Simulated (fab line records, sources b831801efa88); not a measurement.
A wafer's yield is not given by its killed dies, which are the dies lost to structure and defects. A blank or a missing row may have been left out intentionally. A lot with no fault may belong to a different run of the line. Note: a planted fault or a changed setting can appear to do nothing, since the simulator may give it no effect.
A struck lot beside a sound one | flow sky130 | 26 steps out of a route of 708
Sound: these wafers, L641.3, L641.5, L641.6. Wafers L656.2, L656.3, L656.4 were the ones struck. Last of all comes the cause.
Per side, at each step with rows, come the tool, then ch with its chambers, and then its first start. Under that, the readings that differ: sound wafers | struck wafers | difference of the means | sigmas: that difference in standard deviations of wafers without a fault.
alike: readings with means less than 2 such deviations apart, plus words and numbers identical on both sides. not compared: withheld readings, readings lacking a value on some wafer, bounds such as >300 that could conceal the same value, and numbers that have no deviation in the record and whose values overlap.
The two part at a step that has a row with sigmas, a row that says differs or no value, or rows on one side only. When numbers do not overlap yet have no deviation, they are printed without sigmas and do not part them. Lack of a reading on every wafer of one side parts them only where that side has two or more wafers.

first, 8 steps without rows for these wafers: SKY_POLY_CUT_DEHYDRATE_00 (time 60 s); SKY_POLY_CUT_HMDS_01 (prime time 60 s); SKY_POLY_CUT_COAT_02 (resist thk 60 nm); SKY_POLY_CUT_COAT_03 (resist thk 450 nm); SKY_POLY_CUT_SOFTBAKE_04 (time 90 s); SKY_POLY_CUT_EXPOSE_05 (exposes mask NPCM, target cd 270 nm); SKY_POLY_CUT_PEB_06; SKY_POLY_CUT_DEVELOP_07 (develop time 60 s).
SKY_POLY_CUT_CD_MEAS_08 targets a cd of 270 nm.
  sound on cd-sem-01, day 23 16:28; struck on cd-sem-01, day 30 09:31
  reading    | sound             | struck            | difference | sigmas
  cd-nm (nm) | 270.9 271.8 272.3 | 267.9 267.8 267.2 | -4.0       | -2
SKY_POLY_CUT_OVL_MEAS_09:
  sound on overlay-01, day 23 16:34; struck on overlay-02, day 30 09:37
  alike: POLY_CUT_OVL
SKY_POLY_CUT_ETCH_10: etches BARC in N2/H2, stops on SiO2, time 45.9 s, target depth 60 nm.
  sound on rie-diel-04 ch 2,3, day 23 16:35; struck on rie-diel-04 ch 0,1,2, day 30 09:39
  alike: drypump-motor-current-A, oes-product-au, throttle-valve-pct
  not compared: rf-hours-counter-h
SKY_POLY_CUT_ETCH_11: etches Si3N4 in CF4/CH2F2/Ar, stops on poly-Si, time 42.5 s, target depth 60 nm.
  sound on rie-diel-04 ch 2,3, day 23 16:38; struck on rie-diel-04 ch 0,1,2, day 30 09:41
  alike: ch2f2-flow-sccm, drypump-motor-current-A, oes-product-au, throttle-valve-pct
  not compared: rf-hours-counter-h
SKY_POLY_CUT_STRIP_12: strips in O2/N2.
  sound on plasma-asher-02 ch 0,1, day 23 16:42; struck on plasma-asher-04 ch 0,1, day 30 09:44
  no value came back on the struck wafers for chamber-pressure-mTorr (mTorr), drypump-motor-current-A (A), oes-product-au (a.u.), strip-time-to-endpoint-s (s); on the sound wafers chamber-pressure-mTorr (mTorr) reads 1498.1 1500.3 1499.4
  reading                                         | sound | struck            | difference | sigmas
  model.KrF-thick_of_POLY_CUT_COAT_03.thk-nm (nm) | 0 0 0 | 408.9 407.8 408.4 | +408.4     |
  not compared: rf-hours-counter-h
then, 7 steps without rows for these wafers: SKY_SD_P_DEHYDRATE_00 (time 60 s); SKY_SD_P_HMDS_01 (prime time 60 s); SKY_SD_P_COAT_02 (resist thk 1140 nm); SKY_SD_P_SOFTBAKE_03 (time 60 s); SKY_SD_P_EXPOSE_04 (exposes mask PSDM, target cd 380 nm); SKY_SD_P_PEB_05; SKY_SD_P_DEVELOP_06 (develop time 60 s).
SKY_SD_P_CD_MEAS_07 targets a cd of 380 nm.
  sound on cd-sem-02, day 24 22:41; struck on cd-sem-02, day 31 13:35
  alike: cd-nm
SKY_SD_P_OVL_MEAS_08:
  sound on overlay-01, day 24 22:47; struck on overlay-01, day 31 13:41
  alike: SD_P_OVL
after that, 1 step had no rows for these wafers: SKY_SD_P_IMPLANT_09.
SKY_SD_P_STRIP_10: strips in O2/N2.
  sound on plasma-asher-03 ch 0,1, day 24 22:59; struck on plasma-asher-02 ch 0,1, day 31 13:52
  reading                      | sound             | struck            | difference | sigmas
  oes-product-au (a.u.)        | 0.618 0.618 0.610 | 0.578 0.572 0.567 | -0.043     | -9
  strip-time-to-endpoint-s (s) | 17.53 17.56 17.56 | 22.81 22.83 22.80 | +5.26      | +99 or more
  alike: chamber-pressure-mTorr, drypump-motor-current-A
  not compared: rf-hours-counter-h
SKY_SD_P_TW_MEAS_11:
  sound on film-metro-01, day 24 23:04; struck on film-metro-01, day 31 14:12
  reading | sound          | struck   | difference | sigmas
  SD_P_TW | 2812 2817 2793 | 30 30 30 | -2777      | -99 or more
  not compared: hold
SKY_PAD_OPEN_PROBE_99:
  rows exist in the record for the sound wafers here (prober-02, day 45 04:46), none for the struck ones

WHERE THEY PART
Last at SKY_PAD_OPEN_PROBE_99 as far as this record goes, first at SKY_POLY_CUT_CD_MEAS_08.

WHY: whatever the simulator had introduced
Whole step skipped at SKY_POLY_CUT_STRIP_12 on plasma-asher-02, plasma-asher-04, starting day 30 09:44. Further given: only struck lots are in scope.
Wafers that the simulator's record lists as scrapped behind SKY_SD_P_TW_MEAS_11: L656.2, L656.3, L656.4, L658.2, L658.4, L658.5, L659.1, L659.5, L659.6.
